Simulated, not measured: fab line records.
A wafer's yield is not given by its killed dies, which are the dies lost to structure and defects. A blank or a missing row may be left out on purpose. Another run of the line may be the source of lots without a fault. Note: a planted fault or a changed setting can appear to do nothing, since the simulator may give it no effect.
Split-lot trial | flow sfq line | 23 wafers read from 5 lots, route of 325 steps

THE SPLIT
At SFQ_TRILAYER_JJ_CE_LITHO_PEB_117 (peb time 60 s), the setting peb temp c was moved away from the recipe's 115 C on 10 of the 23 wafers read, by -2.6% to +1.9%. This setting was run at the recipe's value on the other wafers.

THE PATH FROM SPLIT TO READING: the file shows 1 step between them
- SFQ_TRILAYER_JJ_CE_LITHO_DEVELOP_116: time 60 s

THE READING
cd nm, in nm, at SFQ_TRILAYER_JJ_CE_METRO_MEASURE_117. Typical for fault-free wafers on this fab line: 699.6 nm, with standard deviation 1.4 nm.

wafer  | tool, chamber at the split | peb temp c as run, C | against the recipe | cd nm, nm | against lot-mates on the recipe
L074.3 | litho track-03, 0          | 115                  | recipe             | 697.6     | -
L074.4 | litho track-03, 0          | 115                  | recipe             | 698.7     | -
L074.5 | litho track-03, 0          | 115                  | recipe             | 699.0     | -
L078.1 | litho track-03, 0          | 115                  | recipe             | 697.7     | -
L078.2 | litho track-03, 0          | 112                  | -2.6%              | 759.1     | +61.4
L078.4 | litho track-03, 0          | 115                  | recipe             | 697.6     | -
L078.5 | litho track-03, 0          | 112                  | -2.6%              | 759.4     | +61.7
L078.6 | litho track-03, 0          | 112                  | -2.6%              | 760.0     | +62.3
L079.1 | litho track-01, 0          | 115                  | recipe             | 699.9     | -
L079.2 | litho track-01, 0          | 117.2                | +1.9%              | 664.5     | -36.3
L079.3 | litho track-01, 0          | 115                  | recipe             | 701.1     | -
L079.4 | litho track-01, 0          | 117.2                | +1.9%              | 663.1     | -37.7
L079.6 | litho track-01, 0          | 115                  | recipe             | 701.3     | -
L083.1 | litho track-02, 0          | 113.5                | -1.3%              | 730.1     | +29.2
L083.2 | litho track-02, 0          | 115                  | recipe             | 700.8     | -
L083.4 | litho track-02, 0          | 113.5                | -1.3%              | 730.6     | +29.7
L083.5 | litho track-02, 0          | 113.5                | -1.3%              | 728.6     | +27.7
L083.6 | litho track-02, 0          | 115                  | recipe             | 701.0     | -
L084.1 | litho track-02, 0          | 115                  | recipe             | 700.5     | -
L084.2 | litho track-02, 0          | 116.1                | +1.0%              | 679.0     | -20.3
L084.3 | litho track-02, 0          | 115                  | recipe             | 699.3     | -
L084.4 | litho track-02, 0          | 115                  | recipe             | 698.1     | -
L084.5 | litho track-02, 0          | 116.1                | +1.0%              | 680.9     | -18.4

FIT RESULTS
A straight line over all 23 wafers: cd nm changes by -21.8 nm for each +1% of peb temp c; r = -1.00; the points scatter about the line by 2.3 nm.
The same after taking each lot's own level away (the mean of its wafers on the recipe; 23 wafers): -22.2 nm for each +1%; r = -1.00; scatter 2.1 nm.
The reading moves by 58 nm for the largest change in peb temp c, on that fit.
The span of the lots' own levels, 697.65 to 700.90 nm, comes to 2.3 times the standard deviation stated above.
The two slopes agree, so the slope changes little with the lot-to-lot level.
Check: with one of the wafers moved furthest among these (-2.6%) left out of the fit, the line predicts +58.3 nm for it against its lot-mates. Against them it came out at +61.4 nm.

FURTHER SPLITS ON THESE WAFERS
Note: prior to the reading, these wafers also went through further splits. Each is held against what the fit with the lots' levels taken away leaves over:
other split on the same wafers                   | wafers away from the commonest value | r with cd nm (lot level and that fit taken away)
SFQ_TRILAYER_I3_VIA_LITHO_COAT_085 resist thk nm | 5                                    | -0.24
SFQ_TRILAYER_I3_VIA_ETCH_VIA_ETCH_088 bias w     | 7                                    | -0.13
SFQ_TRILAYER_M4_LITHO_EXPOSE_094 dose mj         | 7                                    | +0.07
SFQ_TRILAYER_I4_VIA_LITHO_COAT_103 spin rpm      | 8                                    | +0.12
SFQ_TRILAYER_JJ_TRILAYER_DEP_SPUTTER_112 power w | 8                                    | +0.13

THE WHOLE CHAIN: every reading that the file lists as answering this split, in the file's order
step                                 | what it does                                              | reading                                                   | change (the file's fit)              | r (the file's)
SFQ_TRILAYER_JJ_CE_METRO_MEASURE_117 |                                                           | cd nm                                                     | -22 nm for each +1% of the setting   | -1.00
SFQ_TRILAYER_JJ_CE_BARC_OPEN_RIE_150 | chemistry O2, target BARC, target depth 240 nm, time 80 s | JJ.cd nm (the simulator's own value, which no gauge read) | -21.4 nm for each +1% of the setting | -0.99

FILE'S OWN FIT
cd nm changes by -22 nm for each +1% of peb temp c, r = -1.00.
